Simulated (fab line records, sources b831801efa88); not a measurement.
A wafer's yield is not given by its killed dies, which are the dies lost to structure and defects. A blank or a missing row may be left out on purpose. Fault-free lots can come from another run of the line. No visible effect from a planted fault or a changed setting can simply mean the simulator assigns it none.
The tool behind it: which one?	flow sky130	6 lots, 18 wafers sampled, at 4 steps of a route of 708

## WHAT EACH GAUGE READ, for each wafer
SKY_VIA4_THK_MEAS_01.
lot	measured	on	VIA4_HDPCVD_THK (nm)
L574	day 42 10:44	film-metro-01	1417 1412 1410
L583	day 45 07:41	film-metro-01	1705 1765 1728
L584	day 46 01:49	film-metro-03	1727 1731 1752
L586	day 46 12:44	film-metro-01	1751 1737 1748
L589	day 46 20:43	film-metro-01	1790 1786 1768
L594	day 47 13:31	film-metro-01	1747 1725 1730

## TOOL THAT RAN EACH LOT (tool first, then ch and the chambers of the sampled wafers, then the start)
lot	SKY_METAL4_SPUTTER_00	SKY_CAP2M_CVD_00	SKY_VIA4_HDPCVD_00
L574	pvd-sputter-03, day 40 10:28	pecvd-04 ch 1,2, day 40 10:38	hdpcvd-02 ch 1,2, day 42 10:34
L583	pvd-sputter-01, day 43 10:16	pecvd-01 ch 0,1,2, day 43 10:26	hdpcvd-01 ch 1,2, day 45 07:30
L584	pvd-sputter-01, day 44 05:16	pecvd-04 ch 0,1,2, day 44 05:26	hdpcvd-01 ch 0,1, day 46 01:38
L586	pvd-sputter-03, day 44 16:58	pecvd-01 ch 0,1, day 44 17:07	hdpcvd-01 ch 0,1, day 46 12:28
L589	pvd-sputter-01, day 45 00:25	pecvd-01 ch 0,1,2, day 45 00:35	hdpcvd-02 ch 0,1,2, day 46 20:37
L594	pvd-sputter-03, day 45 20:08	pecvd-01 ch 1,2, day 45 20:17	hdpcvd-02 ch 0,1,2, day 47 13:14
- SKY_METAL4_SPUTTER_00: material Ti, target thk 15 nm, time 10 s.
- SKY_CAP2M_CVD_00: deposits SiO2, target thk 15.5 nm.
- SKY_VIA4_HDPCVD_00: deposits SiO2, target thk 1750 nm, time 291.7 s.

## THE ANSWER, worked out from the rows above alone
Rule: what is usual is taken from the lots themselves. Put in order of their means at a reading, lots are off if they are a third of the lots or fewer, leave a main group of 4 or more, and stand apart from it by a gap of 3 or more times the standard deviation of the main group's means; of several such gaps the widest counts. A main group is skipped when, at the precision printed for the reading in the tables above, its means are all equal. Also off: a lot with no number at a reading for which 4 or more lots have one. Any other lot the step has rows for is counted as sound.
Off: at SKY_VIA4_THK_MEAS_01 (VIA4_HDPCVD_THK), L574. The main group has a mean of 1746 nm with a standard deviation of 18.
A tool fits if, at a process step before that reading, it ran every lot that is off, and no sound lot after the first of them. The gauges at SKY_VIA4_THK_MEAS_01 are tried like those tools. Not one of the candidates tried fits.

## WHAT WAS PUT IN BY THE SIMULATOR
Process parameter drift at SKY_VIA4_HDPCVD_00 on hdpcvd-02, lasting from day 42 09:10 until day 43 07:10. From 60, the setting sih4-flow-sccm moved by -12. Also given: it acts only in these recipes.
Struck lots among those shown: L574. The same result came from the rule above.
